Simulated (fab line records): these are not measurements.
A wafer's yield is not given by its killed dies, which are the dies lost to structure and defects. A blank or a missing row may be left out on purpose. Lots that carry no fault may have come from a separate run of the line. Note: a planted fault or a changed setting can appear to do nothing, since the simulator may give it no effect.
fab line records + flow sky130 + part 2 of 2: steps 27 to 37 of 37
record:
- lots: 5
- wafers: 15
- last-day: 50
route steps=708 shown METAL2@488 VIA2@507
lots untouched by any fault: they come from a run of this same line in which no faults occurred
start-h: hours from the record's first day to the start of the lot's first wafer shown + wait-h: how many hours have passed since the lot's step before this one + " the same as in the row above + L1.1+2: several wafers, shown together as one row + - no value present, or no start provided + * or withheld: withheld + < > ~ a bound
route shown NAME@n: a module of which the file shows steps, and the number in the route of the first + usual: average and standard deviation across the fault-free wafers + same: alike in all rows + chamber/n: place in a boat + sites: the reading at each site + _std_site: the standard deviation of these + _edge_site: the outer-site mean with the inner-site mean subtracted + radius-mm: for every site, how far away it sits from the centre of the wafer + mask NAME#n: copy n + behind: the most recent tool/chamber to have shaped the wafer + hold: what put the lot on hold/how long, in hours/how the hold closed + device: the transistor (n, p or np) that didn't switch + end of line: tests of these same wafers at the route's end + step lacking rows: just its recipe + killed: dies lost to structure and defects at the first sort, not the wafer's yield + map: shows each die of a wafer: x if killed, . if not, _ if none is there
set.NAME: the setting the step ran with; set.NAME@STEP: the setting that earlier step ran with + model.NAME: the simulator's own value behind a step, which no gauge read
certain route steps with their lots: each step a table, each wafer a row
services: the hour from which a tool's chamber was out of use, counted from the record's first day as start-h (under 0 if before that day), plus the number of hours and why
== steps ==
step: SKY_VIA2_COAT_07
recipe:
- resist: KrF-thick
- spin-rpm: 3000
- resist-thk-nm: 450
usual:
- exhaust-pa: 45.0/0.92
| lot.wafer | tool           | chamber | start-h | wait-h | exhaust-pa |
|-----------|----------------|---------|---------|--------|------------|
| L076.1    | litho-track-04 | 0       | -       | -      | 43.3       |
| L076.3    | "              | 0       | "       | "      | 45.8       |
| L076.5    | "              | 0       | "       | "      | 44.2       |
| L082.1    | litho-track-04 | 0       | -       | -      | 44.3       |
| L082.3    | "              | 0       | "       | "      | 44.3       |
| L082.5    | "              | 0       | "       | "      | 43.2       |
| L084.1    | litho-track-04 | 0       | -       | -      | 44.7       |
| L084.2    | "              | 0       | "       | "      | 44.7       |
| L084.6    | "              | 0       | "       | "      | 43.9       |
| L089.2    | litho-track-01 | 0       | -       | -      | 45.1       |
| L089.3    | "              | 0       | "       | "      | 46.6       |
| L089.5    | "              | 0       | "       | "      | 44.9       |
| L097.1    | litho-track-01 | 0       | -       | -      | 44.4       |
| L097.4    | "              | 0       | "       | "      | 44.3       |
| L097.5    | "              | 0       | "       | "      | 45.3       |
step: SKY_VIA2_SOFTBAKE_08
recipe:
- temp-c: 100
- time-s: 90
- resist: KrF-thick
usual:
- exhaust-pa: 45.3/0.91
| lot.wafer | tool           | chamber | start-h | wait-h | exhaust-pa |
|-----------|----------------|---------|---------|--------|------------|
| L076.1    | litho-track-04 | 0       | -       | -      | 46.6       |
| L076.3    | "              | 0       | "       | "      | 46.0       |
| L076.5    | "              | 0       | "       | "      | 45.3       |
| L082.1    | litho-track-04 | 0       | -       | -      | 45.8       |
| L082.3    | "              | 0       | "       | "      | 46.3       |
| L082.5    | "              | 0       | "       | "      | 46.2       |
| L084.1    | litho-track-04 | 0       | -       | -      | 46.1       |
| L084.2    | "              | 0       | "       | "      | 45.7       |
| L084.6    | "              | 0       | "       | "      | 46.5       |
| L089.2    | litho-track-01 | 0       | -       | -      | 46.5       |
| L089.3    | "              | 0       | "       | "      | 45.5       |
| L089.5    | "              | 0       | "       | "      | 46.0       |
| L097.1    | litho-track-01 | 0       | -       | -      | 44.7       |
| L097.4    | "              | 0       | "       | "      | 44.5       |
| L097.5    | "              | 0       | "       | "      | 45.6       |
step: SKY_VIA2_EXPOSE_09
recipe:
- mask-id: VIM2
- na: 0.8
- source-shape: annular
- sigma-inner: 0.55
- sigma-outer: 0.85
- target-cd-nm: 200
- dose-mj: 38
| lot.wafer  | tool           | chamber | start-h | wait-h | mask   |
|------------|----------------|---------|---------|--------|--------|
| L076.1+3+5 | krf-scanner-02 | 0       | -       | -      | VIM2#0 |
| L082.1+3+5 | krf-scanner-01 | 0       | -       | -      | VIM2#0 |
| L084.1+2+6 | krf-scanner-02 | 0       | -       | -      | VIM2#0 |
| L089.2+3+5 | krf-scanner-01 | 0       | -       | -      | VIM2#0 |
| L097.1+4+5 | krf-scanner-01 | 0       | -       | -      | VIM2#0 |
step: SKY_VIA2_PEB_10
recipe:
- peb-temp-c: withheld
- peb-time-s: withheld
- resist: KrF-thick
usual:
- exhaust-pa: 44.9/0.93
| lot.wafer | tool           | chamber | start-h | wait-h | exhaust-pa |
|-----------|----------------|---------|---------|--------|------------|
| L076.1    | litho-track-02 | 0       | -       | -      | 44.7       |
| L076.3    | "              | 0       | "       | "      | 46.0       |
| L076.5    | "              | 0       | "       | "      | 46.6       |
| L082.1    | litho-track-01 | 0       | -       | -      | 44.1       |
| L082.3    | "              | 0       | "       | "      | 46.5       |
| L082.5    | "              | 0       | "       | "      | 46.5       |
| L084.1    | litho-track-01 | 0       | -       | -      | 46.1       |
| L084.2    | "              | 0       | "       | "      | 45.8       |
| L084.6    | "              | 0       | "       | "      | 45.4       |
| L089.2    | litho-track-04 | 0       | -       | -      | 45.3       |
| L089.3    | "              | 0       | "       | "      | 45.0       |
| L089.5    | "              | 0       | "       | "      | 45.7       |
| L097.1    | litho-track-04 | 0       | -       | -      | 44.9       |
| L097.4    | "              | 0       | "       | "      | 44.7       |
| L097.5    | "              | 0       | "       | "      | 44.1       |
step: SKY_VIA2_DEVELOP_11
recipe:
- develop-time-s: 57.96
- resist: KrF-thick
- dev-temp-c: 21
usual:
- exhaust-pa: 45.0/0.91
| lot.wafer | tool           | chamber | start-h | wait-h | exhaust-pa |
|-----------|----------------|---------|---------|--------|------------|
| L076.1    | litho-track-02 | 0       | -       | -      | 43.6       |
| L076.3    | "              | 0       | "       | "      | 43.7       |
| L076.5    | "              | 0       | "       | "      | 46.0       |
| L082.1    | litho-track-01 | 0       | -       | -      | 46.3       |
| L082.3    | "              | 0       | "       | "      | 45.3       |
| L082.5    | "              | 0       | "       | "      | 45.8       |
| L084.1    | litho-track-01 | 0       | -       | -      | 44.6       |
| L084.2    | "              | 0       | "       | "      | 45.6       |
| L084.6    | "              | 0       | "       | "      | 44.7       |
| L089.2    | litho-track-04 | 0       | -       | -      | 45.2       |
| L089.3    | "              | 0       | "       | "      | 45.9       |
| L089.5    | "              | 0       | "       | "      | 45.0       |
| L097.1    | litho-track-04 | 0       | -       | -      | 44.9       |
| L097.4    | "              | 0       | "       | "      | 44.5       |
| L097.5    | "              | 0       | "       | "      | 45.2       |
step: SKY_VIA2_CD_MEAS_12
recipe:
- target-cd-nm: 200
usual:
- cd-nm: 199.5/1.3
| lot.wafer | tool      | chamber | start-h | wait-h | cd-nm |
|-----------|-----------|---------|---------|--------|-------|
| L076.1    | cd-sem-02 | -       | 858.96  | -      | 198.6 |
| L076.3    | "         | -       | "       | "      | 200.5 |
| L076.5    | "         | -       | "       | "      | 199.3 |
| L082.1    | cd-sem-02 | -       | 912.49  | -      | 199.6 |
| L082.3    | "         | -       | "       | "      | 198.9 |
| L082.5    | "         | -       | "       | "      | 199.7 |
| L084.1    | cd-sem-01 | -       | 926.14  | -      | 201.7 |
| L084.2    | "         | -       | "       | "      | 201.1 |
| L084.6    | "         | -       | "       | "      | 201.2 |
| L089.2    | cd-sem-01 | -       | 961.73  | -      | 195.6 |
| L089.3    | "         | -       | "       | "      | 196.8 |
| L089.5    | "         | -       | "       | "      | 196.3 |
| L097.1    | cd-sem-01 | -       | 1008.86 | -      | 198.0 |
| L097.4    | "         | -       | "       | "      | 200.0 |
| L097.5    | "         | -       | "       | "      | 199.5 |
step: SKY_VIA2_OVL_MEAS_13
usual:
- VIA2_OVL: -4/4.9
| lot.wafer | tool       | chamber | start-h | wait-h | VIA2_OVL[nm] |
|-----------|------------|---------|---------|--------|--------------|
| L076.1    | overlay-01 | -       | 859.08  | 0.1    | -1           |
| L076.3    | "          | -       | "       | "      | 0            |
| L076.5    | "          | -       | "       | "      | -1           |
| L082.1    | overlay-01 | -       | 912.61  | 0.1    | -6           |
| L082.3    | "          | -       | "       | "      | -5           |
| L082.5    | "          | -       | "       | "      | -1           |
| L084.1    | overlay-02 | -       | 926.26  | 0.1    | -11          |
| L084.2    | "          | -       | "       | "      | -16          |
| L084.6    | "          | -       | "       | "      | -11          |
| L089.2    | overlay-01 | -       | 961.84  | 0.1    | -2           |
| L089.3    | "          | -       | "       | "      | -1           |
| L089.5    | "          | -       | "       | "      | -7           |
| L097.1    | overlay-02 | -       | 1008.98 | 0.1    | 4            |
| L097.4    | "          | -       | "       | "      | 2            |
| L097.5    | "          | -       | "       | "      | -2           |
step: SKY_VIA2_ETCH_14
recipe:
- chemistry: N2/H2
- target: BARC
- ion-energy-ev: 200
- source-w: 500
- bias-w: 100
- pressure-mtorr: 30
- n2-flow-sccm: 100
- h2-flow-sccm: 200
- stop-on: SiO2
- time-s: 45.9
- target-depth-a: 600
usual:
- drypump-motor-current-A: 5.5/0.46
- oes-product-au: 0.854/0.0046
- throttle-valve-pct: 13.224/0.0094
| lot.wafer | tool        | chamber | start-h | wait-h | drypump-motor-current-A | oes-product-au | rf-hours-counter-h | throttle-valve-pct |
|-----------|-------------|---------|---------|--------|-------------------------|----------------|--------------------|--------------------|
| L076.1    | rie-diel-02 | 0       | 859.12  | 0.0    | 5.9                     | 0.855          | 6                  | 13.226             |
| L076.3    | "           | 1       | "       | "      | 5.9                     | 0.852          | 4                  | 13.218             |
| L076.5    | "           | 3       | "       | "      | 5.0                     | 0.848          | -                  | 13.221             |
| L082.1    | rie-diel-03 | 0       | 912.64  | 0.0    | 6.2                     | 0.855          | 5                  | 13.227             |
| L082.3    | "           | 3       | "       | "      | 5.4                     | 0.854          | 8                  | 13.222             |
| L082.5    | "           | 1       | "       | "      | 4.8                     | 0.858          | -                  | 13.225             |
| L084.1    | rie-diel-02 | 0       | 926.29  | 0.0    | 5.9                     | 0.855          | 8                  | 13.230             |
| L084.2    | "           | 1       | "       | "      | 5.9                     | 0.863          | 6                  | 13.235             |
| L084.6    | "           | 0       | "       | "      | 5.9                     | 0.848          | -                  | 13.231             |
| L089.2    | rie-diel-03 | 2       | 961.87  | 0.0    | 6.1                     | 0.856          | 11                 | 13.220             |
| L089.3    | "           | 3       | "       | "      | 5.4                     | 0.850          | 9                  | 13.232             |
| L089.5    | "           | 0       | "       | "      | 6.2                     | 0.849          | -                  | 13.227             |
| L097.1    | rie-diel-02 | 3       | 1009.02 | 0.0    | 5.0                     | 0.854          | 3                  | 13.219             |
| L097.4    | "           | 1       | "       | "      | 5.9                     | 0.865          | 8                  | 13.230             |
| L097.5    | "           | 1       | "       | "      | 5.9                     | 0.852          | -                  | 13.215             |
step: SKY_VIA2_ETCH_15
recipe:
- target: SiO2
- chemistry: C4F8/O2/Ar
- target-depth-nm: 546
- stop-on: TiN
- mask-material: KrF-thick
- source-w: 1500
- bias-w: 1200
- pressure-mtorr: 40
- c4f8-flow-sccm: withheld
- O2_flow_sccm: 6
- Ar_flow_sccm: 300
- time-s: 84
usual:
- oes-product-au: 0.940/0.0048
| lot.wafer | tool        | chamber | start-h | wait-h | oes-product-au | rf-hours-counter-h |
|-----------|-------------|---------|---------|--------|----------------|--------------------|
| L076.1    | rie-diel-02 | 0       | 859.16  | 0.0    | 0.929          | 6                  |
| L076.3    | "           | 1       | "       | "      | 0.938          | 4                  |
| L076.5    | "           | 3       | "       | "      | 0.933          | -                  |
| L082.1    | rie-diel-03 | 0       | 912.69  | 0.0    | 0.929          | 5                  |
| L082.3    | "           | 3       | "       | "      | 0.936          | 8                  |
| L082.5    | "           | 1       | "       | "      | 0.938          | -                  |
| L084.1    | rie-diel-02 | 0       | 926.34  | 0.0    | 0.940          | 8                  |
| L084.2    | "           | 1       | "       | "      | 0.942          | 6                  |
| L084.6    | "           | 0       | "       | "      | 0.935          | -                  |
| L089.2    | rie-diel-03 | 2       | 961.91  | 0.0    | 0.937          | 11                 |
| L089.3    | "           | 3       | "       | "      | 0.935          | 9                  |
| L089.5    | "           | 0       | "       | "      | 0.942          | -                  |
| L097.1    | rie-diel-02 | 3       | 1009.06 | 0.0    | 0.937          | 3                  |
| L097.4    | "           | 1       | "       | "      | 0.939          | 9                  |
| L097.5    | "           | 1       | "       | "      | 0.950          | -                  |
step: SKY_VIA2_STRIP_16
recipe:
- chemistry: O2/N2
- power-w: 1400
- pressure-mtorr: 1500
- platen-temp-c: withheld
- o2-flow-sccm: 3000
- n2-flow-sccm: 300
- overash-fraction: 0.5
usual:
- drypump-motor-current-A: 5.6/0.62
- oes-product-au: 0.398/0.0043
- strip-time-to-endpoint-s: 4.053/0.024
same:
- overash-fraction: 0.5
| lot.wafer | tool            | chamber | start-h | wait-h | drypump-motor-current-A | oes-product-au | rf-hours-counter-h | strip-time-to-endpoint-s |
|-----------|-----------------|---------|---------|--------|-------------------------|----------------|--------------------|--------------------------|
| L076.1    | plasma-asher-04 | 0       | 859.22  | 0.0    | 6.3                     | 0.398          | 75                 | 4.048                    |
| L076.3    | "               | 1       | "       | "      | 5.0                     | 0.395          | -                  | 4.062                    |
| L076.5    | "               | 1       | "       | "      | 4.9                     | 0.395          | -                  | 4.069                    |
| L082.1    | plasma-asher-04 | 1       | 912.75  | 0.0    | 5.0                     | 0.402          | 80                 | 4.083                    |
| L082.3    | "               | 1       | "       | "      | 4.9                     | 0.403          | -                  | 4.112                    |
| L082.5    | "               | 1       | "       | "      | 5.0                     | 0.403          | -                  | 4.068                    |
| L084.1    | plasma-asher-01 | 1       | 926.40  | 0.0    | 5.0                     | 0.394          | 40                 | 4.040                    |
| L084.2    | "               | 0       | "       | "      | 4.8                     | 0.409          | 40                 | 4.060                    |
| L084.6    | "               | 1       | "       | "      | 5.0                     | 0.394          | -                  | 4.025                    |
| L089.2    | plasma-asher-01 | 1       | 961.97  | 0.0    | 5.0                     | 0.397          | 44                 | 4.012                    |
| L089.3    | "               | 1       | "       | "      | 5.0                     | 0.401          | -                  | 4.071                    |
| L089.5    | "               | 0       | "       | "      | 4.8                     | 0.396          | -                  | 4.059                    |
| L097.1    | plasma-asher-04 | 1       | 1009.12 | 0.0    | 4.9                     | 0.395          | 89                 | 4.022                    |
| L097.4    | "               | 1       | "       | "      | 4.9                     | 0.404          | -                  | 4.037                    |
| L097.5    | "               | 1       | "       | "      | 4.9                     | 0.398          | -                  | 4.033                    |
step: SKY_VIA2_STRIP_17
recipe:
- chemistry: post-etch-residue-remover
- time-s: 1200
- temp-c: 72.5
| lot.wafer  | tool         | chamber | start-h | wait-h |
|------------|--------------|---------|---------|--------|
| L076.1+3+5 | wet-bench-02 | 1       | 859.32  | 0.1    |
| L082.1+3+5 | wet-bench-01 | 1       | 912.85  | 0.1    |
| L084.1+2+6 | wet-bench-02 | 2       | 926.50  | 0.1    |
| L089.2+3+5 | wet-bench-01 | 0       | 962.07  | 0.1    |
| L097.1+4+5 | wet-bench-01 | 2       | 1009.22 | 0.1    |
== services ==
| tool            | chamber | start-h | hours | kind   |
|-----------------|---------|---------|-------|--------|
| wet-bench-03    | -       | 797.81  | 1.4   | repair |
| krf-scanner-02  | -       | 799.14  | 1.3   | pm     |
| cmp-02          | -       | 799.31  | 1.3   | repair |
| rie-diel-02     | 3       | 810.92  | 4.6   | repair |
| rie-diel-02     | -       | 817.94  | 2.8   | pm     |
| rie-diel-02     | 3       | 831.85  | 5.9   | repair |
| krf-scanner-02  | -       | 843.81  | 2.2   | repair |
| cmp-02          | -       | 861.07  | 6.9   | pm     |
| wet-bench-03    | -       | 871.44  | 0.8   | repair |
| rie-diel-02     | 2       | 884.86  | 2.3   | repair |
| cmp-02          | -       | 893.98  | 1.6   | repair |
| cmp-02          | -       | 901.97  | 2.3   | repair |
| krf-scanner-01  | -       | 902.74  | 3.6   | pm     |
| cmp-02          | -       | 905.63  | 22.8  | pm     |
| krf-scanner-01  | -       | 907.05  | 1.0   | pm     |
| wet-bench-01    | -       | 924.39  | 4.6   | repair |
| rie-metal-01    | 1       | 925.51  | 7.2   | repair |
| krf-scanner-01  | -       | 937.87  | 0.8   | pm     |
| rie-diel-02     | 1       | 938.01  | 9.5   | repair |
| krf-scanner-01  | -       | 938.62  | 1.3   | pm     |
| rie-metal-01    | 1       | 971.59  | 47.0  | repair |
| plasma-asher-01 | -       | 983.19  | 2.0   | repair |
| plasma-asher-01 | -       | 985.22  | 3.9   | repair |
| rie-metal-01    | -       | 994.03  | 2.8   | pm     |
